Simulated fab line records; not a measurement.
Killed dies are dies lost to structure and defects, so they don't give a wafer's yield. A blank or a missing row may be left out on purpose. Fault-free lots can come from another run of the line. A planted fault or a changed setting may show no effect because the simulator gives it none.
Which tool did it? + flow sky130 + 12 lots with 36 wafers sampled at 5 steps, on a route of 708 steps

== WHAT THE GAUGES READ, wafer by wafer ==
SKY_DNWELL_TW_MEAS_09. Usual: DNWELL_TW typically reads 1117, with standard deviation 7.8.
| lot  | measured    | on            | DNWELL_TW      | flag |
|------|-------------|---------------|----------------|------|
| L857 | day 3 06:52 | film_metro-01 | 1120 1109 1111 |      |
| L859 | day 3 14:59 | film_metro-02 | 1117 1116 1116 |      |
| L860 | day 3 20:36 | film_metro-04 | 1113 1112 1111 |      |
| L861 | day 4 03:27 | film_metro-02 | 1116 1108 1119 |      |
| L863 | day 4 13:37 | film_metro-01 | 1111 1113 1113 |      |
| L864 | day 4 20:03 | film_metro-02 | 1115 1123 1117 |      |
| L867 | day 5 11:28 | film_metro-04 | 1118 1130 1129 |      |
| L868 | day 5 16:22 | film_metro-04 | 1139 1136 1125 |      |
| L874 | day 7 11:49 | film_metro-02 | 1106 1109 1109 |      |
| L878 | day 8 01:06 | film_metro-01 | 1117 1118 1119 |      |
| L879 | day 8 03:31 | film_metro-02 | 1095 1096 1102 |      |
| L880 | day 8 15:37 | film_metro-01 | 1112 1116 1113 |      |

SKY_VT_ADJUST_NCORE_CD_MEAS_07: target cd 380 nm. Usual: 380 nm for cd_nm, sd 3.
| lot  | measured     | on        | cd_nm (nm)  | flag |
|------|--------------|-----------|-------------|------|
| L857 | day 8 15:12  | cd_sem-01 | 385 388 383 |      |
| L859 | day 9 01:45  | cd_sem-01 | 378 376 376 |      |
| L860 | day 9 07:51  | cd_sem-01 | 378 378 380 |      |
| L861 | day 9 17:34  | cd_sem-01 | 377 379 376 |      |
| L863 | day 10 07:37 | cd_sem-01 | 381 381 379 |      |
| L864 | day 10 17:38 | cd_sem-02 | 379 380 380 |      |
| L867 | day 11 12:37 | cd_sem-02 | 381 381 382 |      |
| L868 | day 11 19:47 | cd_sem-02 | 381 385 382 |      |
| L874 | day 14 02:38 | cd_sem-01 | 381 380 383 |      |
| L878 | day 14 23:38 | cd_sem-02 | 381 383 379 |      |
| L879 | day 15 01:32 | cd_sem-01 | 384 385 382 |      |
| L880 | day 15 17:59 | cd_sem-01 | 379 378 380 |      |

SKY_SONOS_ONO_OVL_MEAS_14. Usual: SONOS_ONO_OVL typically reads -0.6 nm, with standard deviation 1.4.
| lot  | measured     | on         | SONOS_ONO_OVL (nm) | flag |
|------|--------------|------------|--------------------|------|
| L857 | day 12 19:54 | overlay-01 | -1.0 -0.9 -0.8     |      |
| L859 | day 13 06:22 | overlay-01 | -2.3 -1.1 -3.2     |      |
| L860 | day 13 11:13 | overlay-02 | 2.4 -2.0 -1.6      |      |
| L861 | day 14 00:44 | overlay-02 | 0.5 0.0 1.0        |      |
| L863 | day 14 16:43 | overlay-01 | -0.3 0.1 1.0       |      |
| L864 | day 15 03:44 | overlay-02 | -0.6 -0.7 -1.0     |      |
| L867 | day 15 23:53 | overlay-01 | -4.6 -3.5 -3.8     |      |
| L868 | day 16 08:13 | overlay-02 | 0.7 0.8 0.5        |      |
| L874 | day 19 02:32 | overlay-01 | 1.1 -0.6 -1.7      |      |
| L878 | day 20 02:35 | overlay-02 | 0.4 0.0 -1.3       |      |
| L879 | day 20 07:16 | overlay-01 | -2.5 -1.3 -1.4     |      |
| L880 | day 20 23:01 | overlay-01 | 0.0 -0.4 -0.7      |      |

== TOOL THAT RAN EACH LOT (tool first, then ch and the chambers of the sampled wafers, then the start) ==
| lot  | SKY_FIELD_ISO_ETCH_15             | SKY_FIELD_ISO_STRIP_16              |
|------|-----------------------------------|-------------------------------------|
| L857 | rie_diel-03 ch 0,2,3, day 2 06:43 | plasma_asher-04 ch 0,1, day 2 06:46 |
| L859 | rie_diel-02 ch 1,2, day 2 14:18   | plasma_asher-03 ch 0,1, day 2 14:23 |
| L860 | rie_diel-02 ch 0,1,2, day 2 20:19 | plasma_asher-02 ch 0,1, day 2 20:22 |
| L861 | rie_diel-03 ch 0,1,3, day 3 02:25 | plasma_asher-04 ch 0,1, day 3 02:28 |
| L863 | rie_diel-03 ch 0,2,3, day 3 12:48 | plasma_asher-04 ch 1, day 3 12:51   |
| L864 | rie_diel-03 ch 0,3, day 3 18:00   | plasma_asher-04 ch 0,1, day 3 18:03 |
| L867 | rie_diel-03 ch 1,2, day 4 09:46   | plasma_asher-02 ch 0,1, day 4 09:49 |
| L868 | rie_diel-02 ch 0,3, day 4 14:12   | plasma_asher-02 ch 0,1, day 4 14:15 |
| L874 | rie_diel-03 ch 0,1,2, day 5 21:52 | plasma_asher-03 ch 0,1, day 5 21:58 |
| L878 | rie_diel-02 ch 0,2,3, day 6 22:52 | plasma_asher-04 ch 0, day 6 22:55   |
| L879 | rie_diel-01 ch 0,1, day 6 23:33   | plasma_asher-03 ch 0,1, day 6 23:36 |
| L880 | rie_diel-02 ch 2,3, day 7 11:00   | plasma_asher-02 ch 0,1, day 7 11:05 |
- SKY_FIELD_ISO_ETCH_15: etches the open film in CHF3/O2, stops on Si, target depth 180 nm, time 72 s.
- SKY_FIELD_ISO_STRIP_16: strips in O2/N2.

== AS READ BY THE TOOLS THEMSELVES (means over the sampled wafers that have a number; for cases with no such wafer, the mark the record gives instead) ==
SKY_FIELD_ISO_ETCH_15. Usual: O2_flow_sccm 4.999 sccm, standard deviation 0.016; bias_w 200.0 W, standard deviation 0.62; drypump_motor_current_A 5.6 A, standard deviation 0.43; oes_product_au 0.946 a.u., standard deviation 0.0084; run_length_s 100.4 s, standard deviation 0.42; throttle_valve_pct 8.844 %, standard deviation 0.0097.
| lot  | tool        | O2_flow_sccm (sccm) | bias_w (W) | drypump_motor_current_A (A) | oes_product_au (a.u.) | run_length_s (s) | throttle_valve_pct (%) | flag |
|------|-------------|---------------------|------------|-----------------------------|-----------------------|------------------|------------------------|------|
| L857 | rie_diel-03 | 5.018               | 200.4      | 5.2                         | 0.944                 | 100.7            | 8.852                  |      |
| L859 | rie_diel-02 | 4.998               | 199.3      | 5.9                         | 0.949                 | 100.2            | 8.847                  |      |
| L860 | rie_diel-02 | 4.994               | 200.2      | 5.9                         | 0.949                 | 100.2            | 8.853                  |      |
| L861 | rie_diel-03 | 5.001               | 199.6      | 5.2                         | 0.936                 | 100.5            | 8.851                  |      |
| L863 | rie_diel-03 | 4.994               | 199.3      | 5.2                         | 0.955                 | 100.6            | 8.854                  |      |
| L864 | rie_diel-03 | 5.002               | 199.8      | 5.2                         | 0.942                 | 101.0            | 8.839                  |      |
| L867 | rie_diel-03 | 5.014               | 200.4      | 5.2                         | 0.948                 | 100.4            | 8.846                  |      |
| L868 | rie_diel-02 | 4.996               | 200.3      | 5.7                         | 0.950                 | 100.4            | 8.852                  |      |
| L874 | rie_diel-03 | 5.005               | 199.8      | 5.2                         | 0.952                 | 100.6            | 8.843                  |      |
| L878 | rie_diel-02 | 4.990               | 200.0      | 5.6                         | 0.915                 | 104.6            | 8.841                  | OFF  |
| L879 | rie_diel-01 | 5.007               | 201.1      | 6.2                         | 0.934                 | 100.7            | 8.840                  |      |
| L880 | rie_diel-02 | 5.001               | 200.0      | 5.4                         | 0.905                 | 104.7            | 8.827                  | OFF  |

SKY_FIELD_ISO_STRIP_16. Usual: drypump_motor_current_A 5.56 A, standard deviation 0.18; oes_product_au 0.377 a.u., standard deviation 0.0049; strip_time_to_endpoint_s 3.53 s, standard deviation 0.042.
| lot  | tool            | drypump_motor_current_A (A) | oes_product_au (a.u.) | strip_time_to_endpoint_s (s) | flag |
|------|-----------------|-----------------------------|-----------------------|------------------------------|------|
| L857 | plasma_asher-04 | 5.59                        | 0.377                 | 3.55                         |      |
| L859 | plasma_asher-03 | 5.79                        | 0.377                 | 3.54                         |      |
| L860 | plasma_asher-02 | 5.49                        | 0.377                 | 3.51                         |      |
| L861 | plasma_asher-04 | 5.51                        | 0.379                 | 3.54                         |      |
| L863 | plasma_asher-04 | 5.40                        | 0.378                 | 3.59                         |      |
| L864 | plasma_asher-04 | 5.60                        | 0.376                 | 3.53                         |      |
| L867 | plasma_asher-02 | 5.46                        | 0.376                 | 3.54                         |      |
| L868 | plasma_asher-02 | 5.52                        | 0.379                 | 3.56                         |      |
| L874 | plasma_asher-03 | 5.77                        | 0.381                 | 3.52                         |      |
| L878 | plasma_asher-04 | 5.70                        | 0.370                 | 3.42                         |      |
| L879 | plasma_asher-03 | 5.78                        | 0.379                 | 3.56                         |      |
| L880 | plasma_asher-02 | 5.50                        | 0.375                 | 3.40                         | OFF  |

== THE ANSWER, worked out from the rows above alone ==
Rule: take the mean of a lot's wafers that have a number; if it is more than 3 standard deviations from the usual mean, the lot is off. A lot without any number at a reading at which 4 lots or more have one is off too. Any other lot the step has rows for is counted as sound. The gauges are gone through in route order, then the tools' own readings, and for those a lot's mean is taken as printed above. The first step at which some lot is off is used, and at that step the reading that is off furthest; a lot without a number counts as furthest.
Off: L878, L880, at SKY_FIELD_ISO_ETCH_15 (run_length_s).
A tool fits if, at that step or a process step before it, it ran every lot that is off, and no sound lot after the first of them. One candidate fits, namely rie_diel-02 at SKY_FIELD_ISO_ETCH_15. A fault onset in the window from L868 (day 4 14:12, its last sound lot) to L878 (day 6 22:52, its first lot off) fits.
The tool's own readings at SKY_FIELD_ISO_ETCH_15 bear it out: on the lots that are off they differ by more than 5 times the standard deviation of the sound lots' means. oes_product_au reads 0.910 a.u. there against 0.946 a.u. on the sound lots; run_length_s reads 104.7 s there against 100.5 s on the sound lots.

== WHAT HAD BEEN PUT IN BY THE SIMULATOR ==
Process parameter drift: rie_diel-02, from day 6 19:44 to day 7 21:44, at SKY_FIELD_ISO_ETCH_15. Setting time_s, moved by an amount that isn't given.
Shown lots that were struck: L878, L880. The same result came from the rule above.
